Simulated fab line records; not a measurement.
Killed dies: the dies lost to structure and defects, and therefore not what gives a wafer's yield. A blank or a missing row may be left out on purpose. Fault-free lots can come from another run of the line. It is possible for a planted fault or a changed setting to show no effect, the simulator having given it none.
Chamber matching | flow gf180mcu | 4 sister chambers for GF_V4_ETCH_16 on rie-diel-01
The step etches BARC in N2/H2. 16 wafers are shown with their chamber, then 8 later ones without.

WAFERS WITH THEIR CHAMBER
wafer  | chamber | drypump-motor-current-A (A) | bias-w (W) | throttle-valve-pct (%)
L074.2 | 3       | 5.6                         | 99.91      | 13.223
L074.3 | 1       | 6.5                         | 99.89      | 13.228
L074.5 | 2       | 5.9                         | 100.08     | 13.227
L075.3 | 2       | 5.9                         | 100.31     | 13.236
L075.5 | 1       | 6.5                         | 99.72      | 13.219
L075.6 | 0       | 5.4                         | 99.84      | 13.219
L076.1 | 3       | 5.6                         | 100.19     | 13.222
L076.4 | 0       | 5.4                         | 99.89      | 13.228
L076.5 | 3       | 5.6                         | 100.55     | 13.207
L078.1 | 0       | 5.5                         | 100.04     | 13.230
L078.4 | 2       | 5.9                         | 100.02     | 13.240
L078.5 | 0       | 5.5                         | 99.72      | 13.234
L080.1 | 1       | 6.5                         | 99.74      | 13.219
L080.2 | 0       | 5.5                         | 100.04     | 13.211
L080.4 | 2       | 5.8                         | 99.96      | 13.222
L093.1 | 2       | 5.9                         | 100.42     | 13.235

SIGNATURES, as means of the wafers listed above
reading                 | chamber 0 | chamber 1 | chamber 2 | chamber 3 | scatter within a chamber
drypump-motor-current-A | 5.460     | 6.500     | 5.880     | 5.600     | 0.0408
bias-w                  | 99.9060   | 99.7833   | 100.1580  | 100.2167  | 0.195
throttle-valve-pct      | 13.22440  | 13.22200  | 13.23200  | 13.21733  | 0.00803
Rule: for each reading, subtract the chamber's mean from the wafer's reading, divide by that reading's scatter and square the result; add these up over the readings and take the root, which gives the wafer's distance from the chamber. The wafer belongs to the nearest chamber; if the next one is less than 2 further off, it can't be placed. How the scatter is found: for the shown wafers, subtract from each reading the mean of its chamber, square and add these, divide the total by (wafers less chambers), then take the root.

WAFERS WITHOUT THEIR CHAMBER
wafer  | drypump-motor-current-A (A) | bias-w (W) | throttle-valve-pct (%)
L093.4 | 6.5                         | 99.69      | 13.218
L093.5 | 5.5                         | 99.62      | 13.224
L094.1 | 6.5                         | 99.98      | 13.227
L094.3 | 5.6                         | 100.00     | 13.204
L094.6 | 5.9                         | 100.07     | 13.225
L097.1 | 5.6                         | 100.59     | 13.224
L097.3 | 6.4                         | 99.92      | 13.227
L097.5 | 5.4                         | 100.29     | 13.224

THE CHAMBER EACH PASSED THROUGH
wafer  | from the rows above | in truth
L093.4 | 1                   | 1
L093.5 | 0                   | 0
L094.1 | 1                   | 1
L094.3 | 3                   | 3
L094.6 | 2                   | 2
L097.1 | 3                   | 3
L097.3 | 1                   | 1
L097.5 | 0                   | 0
8 of 8 placed correctly. From these rows, 0 cannot be placed. 0 placed wrongly.
